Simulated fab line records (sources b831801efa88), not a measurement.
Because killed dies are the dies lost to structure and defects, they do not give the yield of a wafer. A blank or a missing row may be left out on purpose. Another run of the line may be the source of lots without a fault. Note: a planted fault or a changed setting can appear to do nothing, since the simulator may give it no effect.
What tool caused it? | flow sky130 | 33 wafers from 11 lots sampled at 3 of the route's 708 steps

WHAT THE GAUGES READ, wafer by wafer
SKY_LDD_N_OVL_MEAS_07.
lot  | measured     | on         | LDD_N_OVL (nm)
L778 | day 17 21:37 | overlay-02 | 1.9 1.8 0.5
L779 | day 18 05:32 | overlay-02 | 1.2 0.0 1.4
L781 | day 18 19:51 | overlay-01 | 2.7 2.6 2.5
L789 | day 21 20:55 | overlay-01 | 4.1 1.7 1.0
L790 | day 22 08:58 | overlay-02 | 0.3 -0.8 1.3
L795 | day 24 00:53 | overlay-01 | 2.8 3.0 2.5
L796 | day 24 11:39 | overlay-02 | -0.2 1.8 0.1
L797 | day 24 21:35 | overlay-02 | -0.6 0.2 0.5
L798 | day 24 23:59 | overlay-02 | 0.8 0.2 1.5
L799 | day 25 09:43 | overlay-02 | 0.9 1.0 1.6
L800 | day 25 20:49 | overlay-02 | -0.3 0.4 0.9

WHICH TOOL RAN EACH LOT (tool, then ch and the chambers of the sampled wafers, then the start)
lot  | SKY_RES_PROTECT_STRIP_07             | SKY_POLY_GATE_ETCH_15
L778 | plasma asher-02 ch 0,1, day 15 07:12 | rie diel-01 ch 0,2,3, day 16 13:49
L779 | plasma asher-02 ch 0,1, day 15 15:28 | rie diel-04 ch 0,2, day 16 20:45
L781 | plasma asher-02 ch 0,1, day 16 05:10 | rie diel-01 ch 0,3, day 17 11:28
L789 | plasma asher-01 ch 0,1, day 19 01:05 | rie diel-04 ch 0,1,2, day 20 12:21
L790 | plasma asher-01 ch 1, day 19 15:44   | rie diel-01 ch 0,3, day 21 01:28
L795 | plasma asher-04 ch 0,1, day 21 08:49 | rie diel-03 ch 1,2, day 22 17:48
L796 | plasma asher-04 ch 0,1, day 21 19:12 | rie diel-01 ch 1,2,3, day 23 04:37
L797 | plasma asher-04 ch 0,1, day 22 06:33 | rie diel-01 ch 1,3, day 23 14:34
L798 | plasma asher-04 ch 0,1, day 22 07:55 | rie diel-01 ch 0,1,2, day 23 16:31
L799 | plasma asher-01 ch 0,1, day 22 19:17 | rie diel-01 ch 2,3, day 24 02:51
L800 | plasma asher-02 ch 0, day 23 06:24   | rie diel-04 ch 0,1,3, day 24 13:43
- SKY_RES_PROTECT_STRIP_07: strips in O2/N2.
- SKY_POLY_GATE_ETCH_15: etches BARC in N2/H2, stops on SiO2, time 118.5 s, target depth 110 nm.

THE ANSWER, worked out from the rows above alone
Rule: the usual values come from the lots themselves. The widest of any qualifying gaps counts: lots, ordered by their means at a reading, are off when they make up no more than a third of the lots, leave a main group of 4 or more, and stand apart from it by 3 or more times the standard deviation of that group's means. If all means in a main group match to the digits the tables above print for the reading, that group is not used. Also off: a lot with no number at a reading for which 4 or more lots have one. All remaining lots with rows at the step are treated as sound.
No lot is off on any of the readings shown, so nothing can be concluded from this.

WHAT THE SIMULATOR PUT IN
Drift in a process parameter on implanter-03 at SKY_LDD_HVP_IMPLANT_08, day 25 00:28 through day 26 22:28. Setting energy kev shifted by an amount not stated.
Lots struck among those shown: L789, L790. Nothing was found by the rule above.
